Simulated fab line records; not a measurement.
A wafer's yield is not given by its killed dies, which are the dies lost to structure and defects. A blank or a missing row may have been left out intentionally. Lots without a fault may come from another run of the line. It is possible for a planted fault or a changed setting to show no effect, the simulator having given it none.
Which tool did it? || flow sky130 || 24 lots with 72 wafers sampled at 5 steps, on a route of 708 steps

WHAT THE GAUGES SHOWED, per wafer
SKY_LI_CONTACT_THK_MEAS_01. Usual: for LI_CONTACT_HDPCVD_THK the level is 925 nm and the standard deviation is 11.
{"lot": "L074", "measured": "day 29 18:51", "on": "filmMetro-03", "LI_CONTACT_HDPCVD_THK (nm)": "930 926 932", "flag": ""}
{"lot": "L075", "measured": "day 29 22:43", "on": "filmMetro-03", "LI_CONTACT_HDPCVD_THK (nm)": "945 943 941", "flag": ""}
{"lot": "L076", "measured": "day 30 00:53", "on": "filmMetro-03", "LI_CONTACT_HDPCVD_THK (nm)": "937 940 943", "flag": ""}
{"lot": "L077", "measured": "day 31 04:01", "on": "filmMetro-04", "LI_CONTACT_HDPCVD_THK (nm)": "931 951 939", "flag": ""}
{"lot": "L078", "measured": "day 31 04:53", "on": "filmMetro-03", "LI_CONTACT_HDPCVD_THK (nm)": "913 946 928", "flag": ""}
{"lot": "L079", "measured": "day 31 08:39", "on": "filmMetro-01", "LI_CONTACT_HDPCVD_THK (nm)": "930 933 932", "flag": ""}
{"lot": "L080", "measured": "day 31 13:14", "on": "filmMetro-01", "LI_CONTACT_HDPCVD_THK (nm)": "918 914 915", "flag": ""}
{"lot": "L081", "measured": "day 32 06:20", "on": "filmMetro-04", "LI_CONTACT_HDPCVD_THK (nm)": "924 910 918", "flag": ""}
{"lot": "L082", "measured": "day 32 11:34", "on": "filmMetro-01", "LI_CONTACT_HDPCVD_THK (nm)": "918 917 920", "flag": ""}
{"lot": "L083", "measured": "day 32 13:33", "on": "filmMetro-03", "LI_CONTACT_HDPCVD_THK (nm)": "922 918 903", "flag": ""}
{"lot": "L084", "measured": "day 33 03:23", "on": "filmMetro-03", "LI_CONTACT_HDPCVD_THK (nm)": "906 927 926", "flag": ""}
{"lot": "L085", "measured": "day 33 11:30", "on": "filmMetro-04", "LI_CONTACT_HDPCVD_THK (nm)": "923 937 919", "flag": ""}
{"lot": "L086", "measured": "day 33 18:58", "on": "filmMetro-03", "LI_CONTACT_HDPCVD_THK (nm)": "924 924 921", "flag": ""}
{"lot": "L088", "measured": "day 34 00:54", "on": "filmMetro-01", "LI_CONTACT_HDPCVD_THK (nm)": "918 921 929", "flag": ""}
{"lot": "L087", "measured": "day 34 06:00", "on": "filmMetro-01", "LI_CONTACT_HDPCVD_THK (nm)": "938 929 937", "flag": ""}
{"lot": "L089", "measured": "day 34 08:05", "on": "filmMetro-04", "LI_CONTACT_HDPCVD_THK (nm)": "935 916 922", "flag": ""}
{"lot": "L090", "measured": "day 34 18:49", "on": "filmMetro-03", "LI_CONTACT_HDPCVD_THK (nm)": "908 926 926", "flag": ""}
{"lot": "L091", "measured": "day 34 22:32", "on": "filmMetro-01", "LI_CONTACT_HDPCVD_THK (nm)": "925 916 908", "flag": ""}
{"lot": "L092", "measured": "day 35 03:19", "on": "filmMetro-01", "LI_CONTACT_HDPCVD_THK (nm)": "922 908 926", "flag": ""}
{"lot": "L093", "measured": "day 35 10:53", "on": "filmMetro-01", "LI_CONTACT_HDPCVD_THK (nm)": "922 913 927", "flag": ""}
{"lot": "L094", "measured": "day 35 16:49", "on": "filmMetro-03", "LI_CONTACT_HDPCVD_THK (nm)": "919 916 912", "flag": ""}
{"lot": "L095", "measured": "day 36 03:24", "on": "filmMetro-04", "LI_CONTACT_HDPCVD_THK (nm)": "903 923 912", "flag": ""}
{"lot": "L096", "measured": "day 36 07:59", "on": "filmMetro-03", "LI_CONTACT_HDPCVD_THK (nm)": "915 934 915", "flag": ""}
{"lot": "L097", "measured": "day 36 14:53", "on": "filmMetro-01", "LI_CONTACT_HDPCVD_THK (nm)": "924 936 926", "flag": ""}

SKY_CONTACT_BOW_MEAS_05. Usual: for CONTACT_BOW the level is 80 um and the standard deviation is 5.6.
{"lot": "L074", "measured": "day 32 04:13", "on": "filmMetro-03", "CONTACT_BOW (um)": "86 81 78", "flag": ""}
{"lot": "L075", "measured": "day 32 10:23", "on": "filmMetro-02", "CONTACT_BOW (um)": "73 72 82", "flag": ""}
{"lot": "L076", "measured": "day 32 13:09", "on": "filmMetro-01", "CONTACT_BOW (um)": "91 77 82", "flag": ""}
{"lot": "L077", "measured": "day 33 14:34", "on": "filmMetro-03", "CONTACT_BOW (um)": "74 78 80", "flag": ""}
{"lot": "L078", "measured": "day 33 17:26", "on": "filmMetro-01", "CONTACT_BOW (um)": "81 71 80", "flag": ""}
{"lot": "L079", "measured": "day 33 20:17", "on": "filmMetro-03", "CONTACT_BOW (um)": "79 80 75", "flag": ""}
{"lot": "L080", "measured": "day 33 23:24", "on": "filmMetro-03", "CONTACT_BOW (um)": "77 81 88", "flag": ""}
{"lot": "L081", "measured": "day 34 15:27", "on": "filmMetro-02", "CONTACT_BOW (um)": "84 94 93", "flag": ""}
{"lot": "L082", "measured": "day 34 21:20", "on": "filmMetro-02", "CONTACT_BOW (um)": "75 80 80", "flag": ""}
{"lot": "L083", "measured": "day 34 23:39", "on": "filmMetro-02", "CONTACT_BOW (um)": "75 82 79", "flag": ""}
{"lot": "L084", "measured": "day 35 11:54", "on": "filmMetro-03", "CONTACT_BOW (um)": "72 81 78", "flag": ""}
{"lot": "L085", "measured": "day 35 20:59", "on": "filmMetro-02", "CONTACT_BOW (um)": "76 83 84", "flag": ""}
{"lot": "L086", "measured": "day 36 04:47", "on": "filmMetro-01", "CONTACT_BOW (um)": "89 79 84", "flag": ""}
{"lot": "L088", "measured": "day 36 09:20", "on": "filmMetro-01", "CONTACT_BOW (um)": "90 83 86", "flag": ""}
{"lot": "L087", "measured": "day 36 15:23", "on": "filmMetro-01", "CONTACT_BOW (um)": "84 75 73", "flag": ""}
{"lot": "L089", "measured": "day 36 17:07", "on": "filmMetro-01", "CONTACT_BOW (um)": "81 82 74", "flag": ""}
{"lot": "L090", "measured": "day 37 03:56", "on": "filmMetro-03", "CONTACT_BOW (um)": "76 85 87", "flag": ""}
{"lot": "L091", "measured": "day 37 07:36", "on": "filmMetro-02", "CONTACT_BOW (um)": "88 81 83", "flag": ""}
{"lot": "L092", "measured": "day 37 12:59", "on": "filmMetro-02", "CONTACT_BOW (um)": "81 77 81", "flag": ""}
{"lot": "L093", "measured": "day 37 19:59", "on": "filmMetro-01", "CONTACT_BOW (um)": "77 82 88", "flag": ""}
{"lot": "L094", "measured": "day 38 01:17", "on": "filmMetro-03", "CONTACT_BOW (um)": "82 81 79", "flag": ""}
{"lot": "L095", "measured": "day 38 13:11", "on": "filmMetro-02", "CONTACT_BOW (um)": "78 82 77", "flag": ""}
{"lot": "L096", "measured": "day 38 17:19", "on": "filmMetro-02", "CONTACT_BOW (um)": "73 86 84", "flag": ""}
{"lot": "L097", "measured": "day 38 23:35", "on": "filmMetro-01", "CONTACT_BOW (um)": "76 79 76", "flag": ""}

TOOL THAT RAN EACH LOT (tool first, then ch and the chambers of the sampled wafers, then the start)
{"lot": "L074", "SKY_LI_CONTACT_ETCH_14": "rieDiel-01 ch 0,2,3, day 30 22:43", "SKY_LOCAL_INTERCONNECT_STRIP_15": "plasmaAsher-04 ch 0,1, day 32 02:55", "SKY_CONTACT_CVD_00": "pecvd-01 ch 0,1,2, day 32 03:41"}
{"lot": "L075", "SKY_LI_CONTACT_ETCH_14": "rieDiel-02 ch 0,2,3, day 31 03:20", "SKY_LOCAL_INTERCONNECT_STRIP_15": "plasmaAsher-04 ch 0,1, day 32 09:14", "SKY_CONTACT_CVD_00": "pecvd-01 ch 0,1,2, day 32 09:52"}
{"lot": "L076", "SKY_LI_CONTACT_ETCH_14": "rieDiel-01 ch 0,2,3, day 31 05:35", "SKY_LOCAL_INTERCONNECT_STRIP_15": "plasmaAsher-04 ch 0,1, day 32 12:00", "SKY_CONTACT_CVD_00": "pecvd-02 ch 0,1, day 32 12:38"}
{"lot": "L077", "SKY_LI_CONTACT_ETCH_14": "rieDiel-04 ch 1,2,3, day 32 08:53", "SKY_LOCAL_INTERCONNECT_STRIP_15": "plasmaAsher-03 ch 0,1, day 33 13:22", "SKY_CONTACT_CVD_00": "pecvd-02 ch 1,2, day 33 14:02"}
{"lot": "L078", "SKY_LI_CONTACT_ETCH_14": "rieDiel-04 ch 0,1,2, day 32 10:36", "SKY_LOCAL_INTERCONNECT_STRIP_15": "plasmaAsher-02 ch 0,1, day 33 15:48", "SKY_CONTACT_CVD_00": "pecvd-01 ch 0,1,2, day 33 16:52"}
{"lot": "L079", "SKY_LI_CONTACT_ETCH_14": "rieDiel-01 ch 0,3, day 32 13:47", "SKY_LOCAL_INTERCONNECT_STRIP_15": "plasmaAsher-02 ch 0, day 33 18:43", "SKY_CONTACT_CVD_00": "pecvd-03 ch 0,1, day 33 19:44"}
{"lot": "L080", "SKY_LI_CONTACT_ETCH_14": "rieDiel-02 ch 0,1,3, day 32 17:04", "SKY_LOCAL_INTERCONNECT_STRIP_15": "plasmaAsher-04 ch 0,1, day 33 21:47", "SKY_CONTACT_CVD_00": "pecvd-01 ch 0,1,2, day 33 22:53"}
{"lot": "L081", "SKY_LI_CONTACT_ETCH_14": "rieDiel-02 ch 0,1,2, day 33 10:17", "SKY_LOCAL_INTERCONNECT_STRIP_15": "plasmaAsher-02 ch 0,1, day 34 14:08", "SKY_CONTACT_CVD_00": "pecvd-03 ch 0,1,2, day 34 14:55"}
{"lot": "L082", "SKY_LI_CONTACT_ETCH_14": "rieDiel-01 ch 1,3, day 33 15:17", "SKY_LOCAL_INTERCONNECT_STRIP_15": "plasmaAsher-03 ch 0,1, day 34 19:43", "SKY_CONTACT_CVD_00": "pecvd-01 ch 1,2, day 34 20:48"}
{"lot": "L083", "SKY_LI_CONTACT_ETCH_14": "rieDiel-02 ch 2,3, day 33 17:50", "SKY_LOCAL_INTERCONNECT_STRIP_15": "plasmaAsher-03 ch 0,1, day 34 21:42", "SKY_CONTACT_CVD_00": "pecvd-01 ch 0,2, day 34 22:46"}
{"lot": "L084", "SKY_LI_CONTACT_ETCH_14": "rieDiel-04 ch 1,3, day 34 06:34", "SKY_LOCAL_INTERCONNECT_STRIP_15": "plasmaAsher-03 ch 0,1, day 35 10:46", "SKY_CONTACT_CVD_00": "pecvd-02 ch 0,2, day 35 11:22"}
{"lot": "L085", "SKY_LI_CONTACT_ETCH_14": "rieDiel-01 ch 1,3, day 34 14:59", "SKY_LOCAL_INTERCONNECT_STRIP_15": "plasmaAsher-03 ch 0,1, day 35 19:49", "SKY_CONTACT_CVD_00": "pecvd-03 ch 0,2, day 35 20:27"}
{"lot": "L086", "SKY_LI_CONTACT_ETCH_14": "rieDiel-04 ch 2,3, day 34 22:14", "SKY_LOCAL_INTERCONNECT_STRIP_15": "plasmaAsher-03 ch 0, day 36 03:37", "SKY_CONTACT_CVD_00": "pecvd-02 ch 0,2, day 36 04:13"}
{"lot": "L088", "SKY_LI_CONTACT_ETCH_14": "rieDiel-04 ch 0,3, day 35 04:25", "SKY_LOCAL_INTERCONNECT_STRIP_15": "plasmaAsher-03 ch 0,1, day 36 08:12", "SKY_CONTACT_CVD_00": "pecvd-02 ch 1,2, day 36 08:46"}
{"lot": "L087", "SKY_LI_CONTACT_ETCH_14": "rieDiel-02 ch 0,2, day 35 09:50", "SKY_LOCAL_INTERCONNECT_STRIP_15": "plasmaAsher-03 ch 0,1, day 36 14:15", "SKY_CONTACT_CVD_00": "pecvd-02 ch 0,1,2, day 36 14:49"}
{"lot": "L089", "SKY_LI_CONTACT_ETCH_14": "rieDiel-04 ch 0,1,3, day 35 11:26", "SKY_LOCAL_INTERCONNECT_STRIP_15": "plasmaAsher-04 ch 0,1, day 36 15:51", "SKY_CONTACT_CVD_00": "pecvd-01 ch 0,2, day 36 16:35"}
{"lot": "L090", "SKY_LI_CONTACT_ETCH_14": "rieDiel-02 ch 0,1,3, day 35 22:22", "SKY_LOCAL_INTERCONNECT_STRIP_15": "plasmaAsher-04 ch 0, day 37 02:49", "SKY_CONTACT_CVD_00": "pecvd-01 ch 1,2, day 37 03:25"}
{"lot": "L091", "SKY_LI_CONTACT_ETCH_14": "rieDiel-01 ch 0,1, day 36 02:07", "SKY_LOCAL_INTERCONNECT_STRIP_15": "plasmaAsher-03 ch 0, day 37 06:28", "SKY_CONTACT_CVD_00": "pecvd-02 ch 0,1,2, day 37 07:04"}
{"lot": "L092", "SKY_LI_CONTACT_ETCH_14": "rieDiel-04 ch 0,1, day 36 06:43", "SKY_LOCAL_INTERCONNECT_STRIP_15": "plasmaAsher-04 ch 0,1, day 37 11:51", "SKY_CONTACT_CVD_00": "pecvd-02 ch 0,1, day 37 12:27"}
{"lot": "L093", "SKY_LI_CONTACT_ETCH_14": "rieDiel-02 ch 0,2,3, day 36 14:10", "SKY_LOCAL_INTERCONNECT_STRIP_15": "plasmaAsher-03 ch 0,1, day 37 18:51", "SKY_CONTACT_CVD_00": "pecvd-01 ch 0,1, day 37 19:26"}
{"lot": "L094", "SKY_LI_CONTACT_ETCH_14": "rieDiel-02 ch 0,1, day 36 19:35", "SKY_LOCAL_INTERCONNECT_STRIP_15": "plasmaAsher-02 ch 0,1, day 38 00:10", "SKY_CONTACT_CVD_00": "pecvd-02 ch 0,1,2, day 38 00:46"}
{"lot": "L095", "SKY_LI_CONTACT_ETCH_14": "rieDiel-02 ch 1,3, day 37 07:10", "SKY_LOCAL_INTERCONNECT_STRIP_15": "plasmaAsher-03 ch 0,1, day 38 12:04", "SKY_CONTACT_CVD_00": "pecvd-02 ch 0,2, day 38 12:40"}
{"lot": "L096", "SKY_LI_CONTACT_ETCH_14": "rieDiel-04 ch 1,3, day 37 11:49", "SKY_LOCAL_INTERCONNECT_STRIP_15": "plasmaAsher-03 ch 0,1, day 38 16:07", "SKY_CONTACT_CVD_00": "pecvd-02 ch 0,1,2, day 38 16:43"}
{"lot": "L097", "SKY_LI_CONTACT_ETCH_14": "rieDiel-02 ch 1,2,3, day 37 17:50", "SKY_LOCAL_INTERCONNECT_STRIP_15": "plasmaAsher-03 ch 0,1, day 38 22:28", "SKY_CONTACT_CVD_00": "pecvd-01 ch 0,1,2, day 38 23:04"}
- SKY_LI_CONTACT_ETCH_14: etches BARC in N2/H2, stops on SiO2, time 45.9 s, target depth 60 nm.
- SKY_LOCAL_INTERCONNECT_STRIP_15: strips in O2/N2.
- SKY_CONTACT_CVD_00: deposits Si3N4, target thk 75 nm.

WHAT THE TOOLS THEMSELVES READ (means of the sampled wafers that have a number; where no wafer has one, the mark that the record gives instead)
SKY_LI_CONTACT_ETCH_14. Usual: drypumpMotorCurrentA 5.5 A, standard deviation 0.42; oesProductAu 0.854 a.u., standard deviation 0.0046; throttleValvePct 13.224 %, standard deviation 0.0087.
{"lot": "L074", "tool": "rieDiel-01", "drypumpMotorCurrentA (A)": 5.8, "oesProductAu (a.u.)": 0.852, "throttleValvePct (%)": 13.227, "flag": ""}
{"lot": "L075", "tool": "rieDiel-02", "drypumpMotorCurrentA (A)": 5.8, "oesProductAu (a.u.)": 0.851, "throttleValvePct (%)": 13.227, "flag": ""}
{"lot": "L076", "tool": "rieDiel-01", "drypumpMotorCurrentA (A)": 5.7, "oesProductAu (a.u.)": 0.850, "throttleValvePct (%)": 13.214, "flag": ""}
{"lot": "L077", "tool": "rieDiel-04", "drypumpMotorCurrentA (A)": 5.6, "oesProductAu (a.u.)": 0.859, "throttleValvePct (%)": 13.218, "flag": ""}
{"lot": "L078", "tool": "rieDiel-04", "drypumpMotorCurrentA (A)": 5.6, "oesProductAu (a.u.)": 0.853, "throttleValvePct (%)": 13.220, "flag": ""}
{"lot": "L079", "tool": "rieDiel-01", "drypumpMotorCurrentA (A)": 5.8, "oesProductAu (a.u.)": 0.852, "throttleValvePct (%)": 13.217, "flag": ""}
{"lot": "L080", "tool": "rieDiel-02", "drypumpMotorCurrentA (A)": 5.3, "oesProductAu (a.u.)": 0.855, "throttleValvePct (%)": 13.228, "flag": ""}
{"lot": "L081", "tool": "rieDiel-02", "drypumpMotorCurrentA (A)": 5.5, "oesProductAu (a.u.)": 0.858, "throttleValvePct (%)": 13.235, "flag": ""}
{"lot": "L082", "tool": "rieDiel-01", "drypumpMotorCurrentA (A)": 5.2, "oesProductAu (a.u.)": 0.858, "throttleValvePct (%)": 13.230, "flag": ""}
{"lot": "L083", "tool": "rieDiel-02", "drypumpMotorCurrentA (A)": 6.1, "oesProductAu (a.u.)": 0.854, "throttleValvePct (%)": 13.220, "flag": ""}
{"lot": "L084", "tool": "rieDiel-04", "drypumpMotorCurrentA (A)": 5.4, "oesProductAu (a.u.)": 0.855, "throttleValvePct (%)": 13.221, "flag": ""}
{"lot": "L085", "tool": "rieDiel-01", "drypumpMotorCurrentA (A)": 5.4, "oesProductAu (a.u.)": 0.856, "throttleValvePct (%)": 13.220, "flag": ""}
{"lot": "L086", "tool": "rieDiel-04", "drypumpMotorCurrentA (A)": 5.6, "oesProductAu (a.u.)": 0.855, "throttleValvePct (%)": 13.227, "flag": ""}
{"lot": "L088", "tool": "rieDiel-04", "drypumpMotorCurrentA (A)": 5.6, "oesProductAu (a.u.)": 0.855, "throttleValvePct (%)": 13.214, "flag": ""}
{"lot": "L087", "tool": "rieDiel-02", "drypumpMotorCurrentA (A)": 6.0, "oesProductAu (a.u.)": 0.855, "throttleValvePct (%)": 13.225, "flag": ""}
{"lot": "L089", "tool": "rieDiel-04", "drypumpMotorCurrentA (A)": 5.5, "oesProductAu (a.u.)": 0.853, "throttleValvePct (%)": 13.227, "flag": ""}
{"lot": "L090", "tool": "rieDiel-02", "drypumpMotorCurrentA (A)": 5.3, "oesProductAu (a.u.)": 0.855, "throttleValvePct (%)": 13.227, "flag": ""}
{"lot": "L091", "tool": "rieDiel-01", "drypumpMotorCurrentA (A)": 5.2, "oesProductAu (a.u.)": 0.855, "throttleValvePct (%)": 13.222, "flag": ""}
{"lot": "L092", "tool": "rieDiel-04", "drypumpMotorCurrentA (A)": 5.6, "oesProductAu (a.u.)": 0.854, "throttleValvePct (%)": 13.222, "flag": ""}
{"lot": "L093", "tool": "rieDiel-02", "drypumpMotorCurrentA (A)": 5.8, "oesProductAu (a.u.)": 0.855, "throttleValvePct (%)": 13.225, "flag": ""}
{"lot": "L094", "tool": "rieDiel-02", "drypumpMotorCurrentA (A)": 5.0, "oesProductAu (a.u.)": 0.852, "throttleValvePct (%)": 13.214, "flag": ""}
{"lot": "L095", "tool": "rieDiel-02", "drypumpMotorCurrentA (A)": 5.5, "oesProductAu (a.u.)": 0.853, "throttleValvePct (%)": 13.220, "flag": ""}
{"lot": "L096", "tool": "rieDiel-04", "drypumpMotorCurrentA (A)": 5.4, "oesProductAu (a.u.)": 0.851, "throttleValvePct (%)": 13.227, "flag": ""}
{"lot": "L097", "tool": "rieDiel-02", "drypumpMotorCurrentA (A)": 5.7, "oesProductAu (a.u.)": 0.850, "throttleValvePct (%)": 13.224, "flag": ""}

SKY_LOCAL_INTERCONNECT_STRIP_15. Usual: drypumpMotorCurrentA 5.5 A, standard deviation 0.48; oesProductAu 0.430 a.u., standard deviation 0.0044; stripTimeToEndpointS 4.790 s, standard deviation 0.025.
{"lot": "L074", "tool": "plasmaAsher-04", "drypumpMotorCurrentA (A)": 5.7, "oesProductAu (a.u.)": 0.429, "stripTimeToEndpointS (s)": 4.802, "flag": ""}
{"lot": "L075", "tool": "plasmaAsher-04", "drypumpMotorCurrentA (A)": 5.5, "oesProductAu (a.u.)": 0.430, "stripTimeToEndpointS (s)": 4.802, "flag": ""}
{"lot": "L076", "tool": "plasmaAsher-04", "drypumpMotorCurrentA (A)": 5.7, "oesProductAu (a.u.)": 0.426, "stripTimeToEndpointS (s)": 4.795, "flag": ""}
{"lot": "L077", "tool": "plasmaAsher-03", "drypumpMotorCurrentA (A)": 5.6, "oesProductAu (a.u.)": 0.428, "stripTimeToEndpointS (s)": 4.753, "flag": ""}
{"lot": "L078", "tool": "plasmaAsher-02", "drypumpMotorCurrentA (A)": 5.4, "oesProductAu (a.u.)": 0.430, "stripTimeToEndpointS (s)": 4.761, "flag": ""}
{"lot": "L079", "tool": "plasmaAsher-02", "drypumpMotorCurrentA (A)": 4.8, "oesProductAu (a.u.)": 0.428, "stripTimeToEndpointS (s)": 4.769, "flag": ""}
{"lot": "L080", "tool": "plasmaAsher-04", "drypumpMotorCurrentA (A)": 5.5, "oesProductAu (a.u.)": 0.426, "stripTimeToEndpointS (s)": 4.792, "flag": ""}
{"lot": "L081", "tool": "plasmaAsher-02", "drypumpMotorCurrentA (A)": 6.0, "oesProductAu (a.u.)": 0.431, "stripTimeToEndpointS (s)": 4.763, "flag": ""}
{"lot": "L082", "tool": "plasmaAsher-03", "drypumpMotorCurrentA (A)": 5.3, "oesProductAu (a.u.)": 0.432, "stripTimeToEndpointS (s)": 4.784, "flag": ""}
{"lot": "L083", "tool": "plasmaAsher-03", "drypumpMotorCurrentA (A)": 5.3, "oesProductAu (a.u.)": 0.432, "stripTimeToEndpointS (s)": 4.825, "flag": ""}
{"lot": "L084", "tool": "plasmaAsher-03", "drypumpMotorCurrentA (A)": 5.3, "oesProductAu (a.u.)": 0.427, "stripTimeToEndpointS (s)": 4.772, "flag": ""}
{"lot": "L085", "tool": "plasmaAsher-03", "drypumpMotorCurrentA (A)": 5.3, "oesProductAu (a.u.)": 0.431, "stripTimeToEndpointS (s)": 4.833, "flag": ""}
{"lot": "L086", "tool": "plasmaAsher-03", "drypumpMotorCurrentA (A)": 5.7, "oesProductAu (a.u.)": 0.428, "stripTimeToEndpointS (s)": 4.810, "flag": ""}
{"lot": "L088", "tool": "plasmaAsher-03", "drypumpMotorCurrentA (A)": 5.3, "oesProductAu (a.u.)": 0.430, "stripTimeToEndpointS (s)": 4.787, "flag": ""}
{"lot": "L087", "tool": "plasmaAsher-03", "drypumpMotorCurrentA (A)": 5.6, "oesProductAu (a.u.)": 0.428, "stripTimeToEndpointS (s)": 4.777, "flag": ""}
{"lot": "L089", "tool": "plasmaAsher-04", "drypumpMotorCurrentA (A)": 5.6, "oesProductAu (a.u.)": 0.428, "stripTimeToEndpointS (s)": 4.769, "flag": ""}
{"lot": "L090", "tool": "plasmaAsher-04", "drypumpMotorCurrentA (A)": 5.8, "oesProductAu (a.u.)": 0.432, "stripTimeToEndpointS (s)": 4.811, "flag": ""}
{"lot": "L091", "tool": "plasmaAsher-03", "drypumpMotorCurrentA (A)": 5.8, "oesProductAu (a.u.)": 0.430, "stripTimeToEndpointS (s)": 4.781, "flag": ""}
{"lot": "L092", "tool": "plasmaAsher-04", "drypumpMotorCurrentA (A)": 5.5, "oesProductAu (a.u.)": 0.432, "stripTimeToEndpointS (s)": 4.798, "flag": ""}
{"lot": "L093", "tool": "plasmaAsher-03", "drypumpMotorCurrentA (A)": 5.3, "oesProductAu (a.u.)": 0.430, "stripTimeToEndpointS (s)": 4.765, "flag": ""}
{"lot": "L094", "tool": "plasmaAsher-02", "drypumpMotorCurrentA (A)": 6.0, "oesProductAu (a.u.)": 0.432, "stripTimeToEndpointS (s)": 4.792, "flag": ""}
{"lot": "L095", "tool": "plasmaAsher-03", "drypumpMotorCurrentA (A)": 5.6, "oesProductAu (a.u.)": 0.428, "stripTimeToEndpointS (s)": 4.791, "flag": ""}
{"lot": "L096", "tool": "plasmaAsher-03", "drypumpMotorCurrentA (A)": 5.6, "oesProductAu (a.u.)": 0.431, "stripTimeToEndpointS (s)": 4.789, "flag": ""}
{"lot": "L097", "tool": "plasmaAsher-03", "drypumpMotorCurrentA (A)": 5.3, "oesProductAu (a.u.)": 0.426, "stripTimeToEndpointS (s)": 4.773, "flag": ""}

SKY_CONTACT_CVD_00. Usual: heaterPowerW 693 W, standard deviation 100.
{"lot": "L074", "tool": "pecvd-01", "heaterPowerW (W)": 723, "flag": ""}
{"lot": "L075", "tool": "pecvd-01", "heaterPowerW (W)": 673, "flag": ""}
{"lot": "L076", "tool": "pecvd-02", "heaterPowerW (W)": 601, "flag": ""}
{"lot": "L077", "tool": "pecvd-02", "heaterPowerW (W)": 771, "flag": ""}
{"lot": "L078", "tool": "pecvd-01", "heaterPowerW (W)": 711, "flag": ""}
{"lot": "L079", "tool": "pecvd-03", "heaterPowerW (W)": 763, "flag": ""}
{"lot": "L080", "tool": "pecvd-01", "heaterPowerW (W)": 676, "flag": ""}
{"lot": "L081", "tool": "pecvd-03", "heaterPowerW (W)": 764, "flag": ""}
{"lot": "L082", "tool": "pecvd-01", "heaterPowerW (W)": 666, "flag": ""}
{"lot": "L083", "tool": "pecvd-01", "heaterPowerW (W)": 685, "flag": ""}
{"lot": "L084", "tool": "pecvd-02", "heaterPowerW (W)": 637, "flag": ""}
{"lot": "L085", "tool": "pecvd-03", "heaterPowerW (W)": 680, "flag": ""}
{"lot": "L086", "tool": "pecvd-02", "heaterPowerW (W)": 733, "flag": ""}
{"lot": "L088", "tool": "pecvd-02", "heaterPowerW (W)": 727, "flag": ""}
{"lot": "L087", "tool": "pecvd-02", "heaterPowerW (W)": 648, "flag": ""}
{"lot": "L089", "tool": "pecvd-01", "heaterPowerW (W)": 674, "flag": ""}
{"lot": "L090", "tool": "pecvd-01", "heaterPowerW (W)": 729, "flag": ""}
{"lot": "L091", "tool": "pecvd-02", "heaterPowerW (W)": 686, "flag": ""}
{"lot": "L092", "tool": "pecvd-02", "heaterPowerW (W)": 637, "flag": ""}
{"lot": "L093", "tool": "pecvd-01", "heaterPowerW (W)": 778, "flag": ""}
{"lot": "L094", "tool": "pecvd-02", "heaterPowerW (W)": 690, "flag": ""}
{"lot": "L095", "tool": "pecvd-02", "heaterPowerW (W)": 704, "flag": ""}
{"lot": "L096", "tool": "pecvd-02", "heaterPowerW (W)": 657, "flag": ""}
{"lot": "L097", "tool": "pecvd-01", "heaterPowerW (W)": 689, "flag": ""}

THE ANSWER, worked out from the rows above alone
Rule: a lot counts as off when the mean over its wafers that have a number is more than 3 standard deviations away from the usual mean. Also off: a lot with no number at a reading for which 4 or more lots have one. Any other lot the step has rows for is counted as sound. After the gauges, taken in route order, come the tools' own readings; for these a lot's mean is taken, as printed above. At the first step where some lot is off, the reading lying furthest off is the one used; lots without a number count as furthest.
No lot is off on any of the readings shown, so nothing can be concluded from this.

WHAT WAS PUT IN BY THE SIMULATOR
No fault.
